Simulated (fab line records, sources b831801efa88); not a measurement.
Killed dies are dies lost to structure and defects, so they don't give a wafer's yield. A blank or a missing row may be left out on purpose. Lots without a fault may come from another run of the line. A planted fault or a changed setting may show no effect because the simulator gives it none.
A struck lot beside a sound one | flow sky130 | 14 steps out of a route of 708
Sound: wafers L881.2, L881.3, L881.6. Struck: wafers L873.1, L873.2, L873.3. The cause comes at the end.
At each step with rows: each side's tool, then ch and its chambers, then its first start. Under that, the readings that differ: sound wafers | struck wafers | difference of the means | sigmas: that difference in standard deviations of wafers without a fault.
alike: readings whose means differ by less than 2 such deviations, and words and numbers that are the same on both sides. not compared: withheld readings, readings that some wafer has no value for, bounds like >300 that may hide the same value, and numbers for which the record gives no deviation and whose values overlap.
The two part at a step that has a row with sigmas, a row that says differs or no value, or rows on one side only. Numbers that don't overlap but have no deviation are shown without sigmas and don't part them. A reading that every wafer of one side lacks parts them only if that side has two wafers or more.

first, 1 step without rows for these wafers: SKY_CAP2M_DEVELOP_11 (develop time 60 s).
SKY_CAP2M_OVL_MEAS_12:
  sound on overlay-01, day 45 14:25; struck on overlay-02, day 43 07:49
  alike: CAP2M_OVL
SKY_CAP2M_METAL_ETCH_13: etches TiN in Cl2/BCl3, stops on SiO2, target depth 220 nm, time 62.9 s.
  sound on rie_metal-03 ch 0, day 45 14:27; struck on rie_metal-04 ch 0,1, day 43 07:52
  reading                     | sound             | struck            | difference | sigmas
  drypump_motor_current_A (A) | 6.5 6.5 6.5       | 6.0 5.2 5.2       | -1.0       | -2
  oes_product_au (a.u.)       | 0.946 0.951 0.953 | 0.934 0.935 0.931 | -0.017     | -2
  alike: bcl3_flow_sccm, he_backside_leak_sccm, throttle_valve_pct
  not compared: rf_hours_counter_h
SKY_CAP2M_STRIP_14: strips in O2/N2.
  sound on plasma_asher-04 ch 0,1, day 45 14:31; struck on plasma_asher-04 ch 0,1, day 43 07:56
  alike: drypump_motor_current_A, oes_product_au, strip_time_to_endpoint_s
  not compared: rf_hours_counter_h
then, 8 steps without rows for these wafers: SKY_CAP2M_STRIP_15 (strips in post etch residue remover, time 1200 s); SKY_CAP2M_CLEAN_16 (cleans in IPA, time 180 s); SKY_CAP2M_CLEAN_17 (cleans in O3/DIW); SKY_METAL4_DEHYDRATE_05 (time 60 s); SKY_METAL4_HMDS_06 (prime time 60 s); SKY_METAL4_COAT_07 (resist thk 60 nm); SKY_METAL4_COAT_08 (resist thk 1140 nm); SKY_METAL4_SOFTBAKE_09 (time 90 s).
SKY_METAL4_EXPOSE_10: exposes mask MM4, target cd 300 nm.
  sound on krf_scanner-01 ch 0, day 46 01:27; struck on krf_scanner-02, day 43 20:13
  no value came back on the struck wafers for exposure_dose_mJ_cm2, focus_offset_nm (nm), reticle_temp_C (C); on the sound wafers exposure_dose_mJ_cm2 reads 27.942 27.983 27.965
  alike: mask
then, 1 step without rows for these wafers: SKY_METAL4_PEB_11.

WHERE THEY PART
First at SKY_CAP2M_METAL_ETCH_13; last, within this record, at SKY_METAL4_EXPOSE_10.

WHY: what the simulator had put in
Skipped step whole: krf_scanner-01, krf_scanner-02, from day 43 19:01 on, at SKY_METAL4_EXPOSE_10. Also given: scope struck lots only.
